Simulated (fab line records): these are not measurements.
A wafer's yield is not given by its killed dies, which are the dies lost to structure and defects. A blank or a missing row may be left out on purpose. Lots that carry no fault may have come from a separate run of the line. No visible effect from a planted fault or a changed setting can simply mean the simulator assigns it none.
Which tool was responsible? ; flow gf180mcu ; Sampling: 6 lots, 18 wafers, 4 of 602 route steps

== WHAT THE GAUGES SHOWED, per wafer ==
GF_CONTACT_CD_MEAS_14: the cd target is 220 nm.
lot;measured;on;cd_nm (nm)
L970;day 16 08:02;cd_sem-02;218.6 219.7 219.1
L972;day 17 03:37;cd_sem-01;221.8 223.2 223.4
L974;day 18 00:20;cd_sem-01;220.0 220.9 220.7
L977;day 19 00:08;cd_sem-01;219.5 218.9 220.4
L989;day 23 09:46;cd_sem-02;227.2 230.0 228.2
L991;day 23 20:29;cd_sem-01;219.3 218.2 219.0

== EACH LOT AND THE TOOL THAT RAN IT (in order: tool; ch and the chambers of the sampled wafers; start) ==
lot;GF_SALICIDE_RTA_06;GF_CONTACT_CVD_02;GF_CONTACT_EXPOSE_11
L970;rtp_anneal-01 ch 0, day 15 08:37;pecvd-04 ch 0,1, day 15 09:02;krf_scanner-01 ch 0, day 15 21:22
L972;rtp_anneal-01 ch 0, day 16 04:10;pecvd-03 ch 0,1,2, day 16 04:33;krf_scanner-02 ch 0, day 16 16:16
L974;rtp_anneal-02 ch 0, day 17 00:10;pecvd-02 ch 0,1, day 17 00:39;krf_scanner-01 ch 0, day 17 12:43
L977;rtp_anneal-01 ch 0, day 17 23:41;pecvd-03 ch 0,1, day 18 00:05;krf_scanner-02 ch 0, day 18 12:22
L989;rtp_anneal-02 ch 0, day 22 09:38;pecvd-03 ch 0,1,2, day 22 10:02;krf_scanner-01 ch 0, day 22 22:31
L991;rtp_anneal-01 ch 0, day 22 21:12;pecvd-02 ch 0,2, day 22 21:35;krf_scanner-02 ch 0, day 23 09:53
- GF_SALICIDE_RTA_06: time 30 s.
- GF_CONTACT_CVD_02: deposits SiO2 from TEOS, target thk 860 nm, time 95.992 s.
- GF_CONTACT_EXPOSE_11: exposes mask Contact, target cd 220 nm.

== THE ANSWER, worked out from the rows above alone ==
Rule: the lots themselves supply what counts as usual. Put in order of their means at a reading, lots are off if they are a third of the lots or fewer, leave a main group of 4 or more, and stand apart from it by a gap of 3 or more times the standard deviation of the main group's means; of several such gaps the widest counts. A main group whose means are all the same, to the digits that the tables above print for the reading, isn't used. A lot without any number at a reading at which 4 lots or more have one is off too. All remaining lots with rows at the step are treated as sound.
Off: L989 (GF_CONTACT_CD_MEAS_14, cd_nm). The main group: mean 220.2 nm, standard deviation 1.4.
A tool fits if, at a process step before that reading, it ran every lot that is off, and no sound lot after the first of them. Gauges at GF_CONTACT_CD_MEAS_14: tried the same way as those tools. Can't be told from this: 4 tools fit, rtp_anneal-02 at GF_SALICIDE_RTA_06, pecvd-03 at GF_CONTACT_CVD_02, krf_scanner-01 at GF_CONTACT_EXPOSE_11, cd_sem-02 at GF_CONTACT_CD_MEAS_14.

== WHAT HAD BEEN PUT IN BY THE SIMULATOR ==
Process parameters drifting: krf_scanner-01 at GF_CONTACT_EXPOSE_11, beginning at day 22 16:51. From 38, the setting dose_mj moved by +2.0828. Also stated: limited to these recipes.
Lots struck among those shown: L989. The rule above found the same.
